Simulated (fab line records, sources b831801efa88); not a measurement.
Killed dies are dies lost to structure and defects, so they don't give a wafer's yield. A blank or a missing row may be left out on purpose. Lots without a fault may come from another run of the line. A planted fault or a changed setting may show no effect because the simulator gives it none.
A struck lot beside a sound one | flow sky130 | 43 steps out of a route of 708
Sound: wafers L853.3, L853.4, L853.6. Struck: wafers L868.3, L868.4, L868.5. The cause comes at the end.
At each step with rows: each side's tool, then ch and its chambers, then its first start. Under that, the readings that differ: sound wafers | struck wafers | difference of the means | sigmas: that difference in standard deviations of wafers without a fault.
alike: readings whose means differ by less than 2 such deviations, and words and numbers that are the same on both sides. not compared: withheld readings, readings that some wafer has no value for, bounds like >300 that may hide the same value, and numbers for which the record gives no deviation and whose values overlap.
The two part at a step that has a row with sigmas, a row that says differs or no value, or rows on one side only. Numbers that don't overlap but have no deviation are shown without sigmas and don't part them. A reading that every wafer of one side lacks parts them only if that side has two wafers or more.

SKY_VIA1_STRIP_16: strips in O2/N2.
  sound on plasma_asher-03 ch 0,1, day 34 02:38; struck on plasma_asher-02 ch 0,1, day 39 01:12
  alike: drypump_motor_current_A, oes_product_au, strip_time_to_endpoint_s
  not compared: rf_hours_counter_h
then, 4 steps without rows for these wafers: SKY_VIA1_STRIP_17 (strips in post etch residue remover, time 1200 s); SKY_VIA1_CLEAN_18 (cleans in IPA, time 180 s); SKY_VIA1_CLEAN_19 (cleans in O3/DIW); SKY_VIA1_SPUTTER_20 (material TiN, target thk 20 nm, time 80 s).
SKY_VIA1_CVD_21: deposits W, target thk 270 nm, time 80.902 s.
  sound on cvd_w-01 ch 0,1, day 34 03:38; struck on cvd_w-01 ch 0,1, day 39 02:12
  alike: heater_power_w
SKY_VIA1_RS_MEAS_22: measures by four-point-probe.
  sound on film_metro-01, day 34 03:44; struck on film_metro-01, day 39 02:18
  alike: VIA1_W_RS
SKY_VIA1_THK_MEAS_23: measures by xrf.
  sound on film_metro-01, day 34 03:50; struck on film_metro-01, day 39 02:24
  alike: VIA1_W_THK
then, 4 steps without rows for these wafers: SKY_VIA1_CMP_24 (polishes, stops on SiO2, t overpolish 15 s, target thk 0 nm); SKY_METAL2_SPUTTER_00 (material Ti, target thk 15 nm, time 10 s); SKY_METAL2_SPUTTER_01 (material TiN, target thk 20 nm, time 16.7 s); SKY_METAL2_SPUTTER_02 (material AlCu, target thk 250 nm, time 13.3 s).
SKY_METAL2_SPUTTER_03: material Ti, target thk 5 nm, time 3.3 s.
  sound on pvd_sputter-02, day 34 04:14; struck on pvd_sputter-03, day 39 02:49
  alike: throttle_valve_pct
SKY_METAL2_SPUTTER_04: material TiN, target thk 70 nm, time 58.3 s.
  sound on pvd_sputter-02, day 34 04:16; struck on pvd_sputter-03, day 39 02:50
  alike: throttle_valve_pct
SKY_METAL2_RS_MEAS_05: measures by four-point-probe.
  sound on film_metro-04, day 34 04:21; struck on film_metro-04, day 39 02:55
  alike: METAL2_ALCU_RS
SKY_METAL2_THK_MEAS_06: measures by xrf.
  sound on film_metro-04, day 34 04:27; struck on film_metro-04, day 39 03:01
  alike: METAL2_ALCU_THK
then, 8 steps without rows for these wafers: SKY_METAL2_DEHYDRATE_07 (time 60 s); SKY_METAL2_HMDS_08 (prime time 60 s); SKY_METAL2_COAT_09 (resist thk 60 nm); SKY_METAL2_COAT_10 (resist thk 450 nm); SKY_METAL2_SOFTBAKE_11 (time 90 s); SKY_METAL2_EXPOSE_12 (exposes mask MM2, target cd 140 nm); SKY_METAL2_PEB_13; SKY_METAL2_DEVELOP_14 (develop time 60 s).
SKY_METAL2_CD_MEAS_15: target cd 140 nm.
  sound on cd_sem-02, day 35 06:50; struck on cd_sem-01, day 40 04:05
  reading    | sound             | struck            | difference | sigmas
  cd_nm (nm) | 137.4 139.7 138.7 | 141.9 142.9 140.4 | +3.1       | +3
SKY_METAL2_OVL_MEAS_16:
  sound on overlay-02, day 35 06:56; struck on overlay-02, day 40 04:11
  alike: METAL2_OVL
then, 2 steps without rows for these wafers: SKY_METAL2_DESCUM_17 (chemistry O2, time 8 s); SKY_METAL2_ETCH_18 (etches BARC in N2/H2, stops on SiO2, time 45.9 s, target depth 60 nm).
SKY_METAL2_METAL_ETCH_19: etches the open film in Cl2/BCl3, stops on SiO2, target depth 360 nm, time 78 s.
  sound on rie_metal-03 ch 0,1, day 35 07:05; struck on rie_metal-04 ch 0,1, day 40 04:19
  alike: drypump_motor_current_A, oes_product_au, rf_fwd_power_W, throttle_valve_pct
  not compared: rf_hours_counter_h
SKY_METAL2_STRIP_20: strips in O2/N2.
  sound on plasma_asher-04 ch 0,1, day 35 07:11; struck on plasma_asher-04 ch 0,1, day 40 04:25
  alike: drypump_motor_current_A, oes_product_au, strip_time_to_endpoint_s
  not compared: rf_hours_counter_h
then, 4 steps without rows for these wafers: SKY_METAL2_STRIP_21 (strips in post etch residue remover, time 1200 s); SKY_METAL2_CLEAN_22 (cleans in IPA, time 180 s); SKY_METAL2_CLEAN_23 (cleans in O3/DIW); SKY_VIA2_HDPCVD_00 (deposits SiO2, target thk 1180 nm, time 196.7 s).
SKY_VIA2_THK_MEAS_01:
  sound on film_metro-02, day 35 08:00; struck on film_metro-01, day 40 05:10
  alike: VIA2_HDPCVD_THK
then, 1 step without rows for these wafers: SKY_VIA2_CMP_02 (polishes SiO2).
SKY_VIA2_BOW_MEAS_03:
  sound on film_metro-01, day 35 08:23; struck on film_metro-02, day 40 05:41
  alike: VIA2_BOW
then, 5 steps without rows for these wafers: SKY_VIA2_DEHYDRATE_04 (time 60 s); SKY_VIA2_HMDS_05 (prime time 60 s); SKY_VIA2_COAT_06 (resist thk 60 nm); SKY_VIA2_COAT_07 (resist thk 450 nm); SKY_VIA2_SOFTBAKE_08 (time 90 s).
-- the record jumps here: 9 days lie between the struck wafers' starts before and after (it left off in module VIA2 and takes up again in module PAD_OPEN, whose first step shown is number 708 of the route) --
SKY_PAD_OPEN_PROBE_99:
  sound on prober-02, day 45 21:49; struck on prober-02, day 49 14:45
  reading                               | sound                | struck            | difference | sigmas
  defect_limited_yield (%)              | 82.9 82.5 82.9       | 71.7 78.5 70.9    | -9.1       | -5
  killed_at_M0_to_M3                    | 50 47 44             | 104 71 117        | +50        | +8
  killed_dies                           | 84 86 84             | 139 106 143       | +45        | +5
  sort_bin_3_pad_short (%)              | 0.6 0.6 0.4          | 6.7 3.7 4.7       | +4.5       | +11
  sort_bin_5_function (%)               | 11.2 10.0 9.8        | 16.1 12.8 18.1    | +5.3       | +4
  sort_n_pass                           | 408 406 408          | 353 386 349       | -45        | -5
  sort_yield_pct (%)                    | 82.9 82.5 82.9       | 71.7 78.5 70.9    | -9.1       | -5
  model.etest.tester.sort_n_pass        | 408 406 408          | 353 386 349       | -45        |
  model.etest.tester.sort_yield_pct (%) | 82.93 82.52 82.93    | 71.75 78.46 70.94 | -9.08      |
  model.etest.tester.sort_bin_5_pct (%) | 11.18 9.959 9.756    | 16.06 12.8 18.09  | +5.35      |
  model.etest.tester.sort_bin_3_pct (%) | 0.6098 0.6098 0.4065 | 6.707 3.659 4.675 | +4.472     |
  alike: killed_at_M4_up, killed_at_contacts, killed_at_front_end, killed_at_other, killed_open, killed_short, sort_bin_6_memory

WHERE THEY PART
First at SKY_METAL2_CD_MEAS_15; last, within this record, at SKY_PAD_OPEN_PROBE_99.

WHY: what the simulator had put in
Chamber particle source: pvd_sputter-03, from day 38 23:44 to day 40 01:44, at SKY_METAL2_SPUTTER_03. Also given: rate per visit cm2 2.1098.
